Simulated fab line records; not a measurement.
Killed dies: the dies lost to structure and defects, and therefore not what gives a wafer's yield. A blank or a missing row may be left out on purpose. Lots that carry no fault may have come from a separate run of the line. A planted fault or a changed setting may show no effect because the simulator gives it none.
Split-lot trial | flow sky130 | 23 wafers read from 5 lots, route of 708 steps

## THE SPLIT
At SKY_LDD_LDN_COAT_02 (resist thk 1140 nm), the setting resistThkNm was moved away from the recipe's 1140 nm on 6 of the 23 wafers read, by -2.5% to +5.6%. The other wafers ran this setting at the recipe's value.

The reading comes from the split's own step.

## THE READING
NOVOLAK_of_LDD_LDN_COAT_02.thkNm (the simulator's own value, which no gauge read), in nm, at SKY_LDD_LDN_COAT_02 (resist thk 1140 nm). The file gives no usual value for it. Average 1140 nm, standard deviation 2.5 nm, over the 17 wafers here run with the recipe.

wafer  | tool, chamber at the split | resistThkNm as run, nm | against the recipe | NOVOLAK_of_LDD_LDN_COAT_02.thkNm, nm | against lot-mates on the recipe
L075.1 | lithoTrack-01, 0           | 1140                   | recipe             | 1139                                 | -
L075.2 | lithoTrack-01, 0           | 1140                   | recipe             | 1138                                 | -
L075.6 | lithoTrack-01, 0           | 1140                   | recipe             | 1138                                 | -
L075.4 | lithoTrack-01, 0           | 1140                   | recipe             | 1137                                 | -
L075.5 | lithoTrack-01, 0           | 1140                   | recipe             | 1135                                 | -
L078.1 | lithoTrack-04, 0           | 1140                   | recipe             | 1140                                 | -
L078.4 | lithoTrack-04, 0           | 1140                   | recipe             | 1143                                 | -
L078.6 | lithoTrack-04, 0           | 1140                   | recipe             | 1141                                 | -
L079.1 | lithoTrack-01, 0           | 1122                   | -1.6%              | 1123                                 | -17
L079.3 | lithoTrack-01, 0           | 1122                   | -1.6%              | 1122                                 | -18
L079.4 | lithoTrack-01, 0           | 1140                   | recipe             | 1141                                 | -
L079.5 | lithoTrack-01, 0           | 1140                   | recipe             | 1140                                 | -
L079.6 | lithoTrack-01, 0           | 1140                   | recipe             | 1140                                 | -
L084.1 | lithoTrack-02, 0           | 1204                   | +5.6%              | 1199                                 | +61
L084.3 | lithoTrack-02, 0           | 1140                   | recipe             | 1138                                 | -
L084.5 | lithoTrack-02, 0           | 1140                   | recipe             | 1138                                 | -
L084.4 | lithoTrack-02, 0           | 1204                   | +5.6%              | 1200                                 | +62
L084.6 | lithoTrack-02, 0           | 1140                   | recipe             | 1137                                 | -
L085.1 | lithoTrack-01, 0           | 1112                   | -2.5%              | 1120                                 | -23
L085.2 | lithoTrack-01, 0           | 1140                   | recipe             | 1145                                 | -
L085.3 | lithoTrack-01, 0           | 1140                   | recipe             | 1142                                 | -
L085.4 | lithoTrack-01, 0           | 1140                   | recipe             | 1143                                 | -
L085.6 | lithoTrack-01, 0           | 1112                   | -2.5%              | 1114                                 | -29

THE FIT
A straight line over all 23 wafers: NOVOLAK_of_LDD_LDN_COAT_02.thkNm changes by +10.4 nm for each +1% of resistThkNm; r = +0.99; the points scatter about the line by 2.6 nm.
The same after taking each lot's own level away (the mean of its wafers on the recipe; 23 wafers): +11 nm for each +1%; r = +1.00; scatter 1.4 nm.
Per that fit: largest resistThkNm move, reading shift of 62 nm.
From 1137.4 to 1143.3 nm: that is the span of the lots' own levels, equal to 2.4 times the standard deviation above.
The two slopes agree, so the slope changes little with the lot-to-lot level.
Check: +62 nm against its lot-mates is what the line predicts for one of the wafers moved furthest among these (+5.6%) when that wafer is left out of the fit. Against them it came out at +61.3 nm.

## FURTHER SPLITS ON THESE WAFERS
Other splits were also applied to these wafers ahead of the reading. Each is held against what the fit with the lots' levels taken away leaves over:
other split on the same wafers    | wafers away from the commonest value | r with NOVOLAK_of_LDD_LDN_COAT_02.thkNm (lot level and that fit taken away)
SKY_POLY_GATE_ETCH_17 icpW        | 9                                    | -0.30
SKY_LDD_P_DEVELOP_06 developTimeS | 8                                    | -0.30
SKY_LDD_P_IMPLANT_09 doseCm2      | 11                                   | -0.06

## THE WHOLE CHAIN: every reading that the file lists as answering this split, in the file's order
step                 | what it does       | reading                                                                           | change (the file's fit)              | r (the file's)
SKY_LDD_LDN_COAT_02  | resist thk 1140 nm | NOVOLAK_of_LDD_LDN_COAT_02.thkNm (the simulator's own value, which no gauge read) | +11 nm for each +1% of the setting   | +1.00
SKY_LDD_LDN_STRIP_12 | strips in O2/N2    | stripTimeToEndpointS                                                              | withheld for each +1% of the setting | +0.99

## THE FILE'S OWN FIT
NOVOLAK_of_LDD_LDN_COAT_02.thkNm changes by +11 nm for each +1% of resistThkNm, r = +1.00.
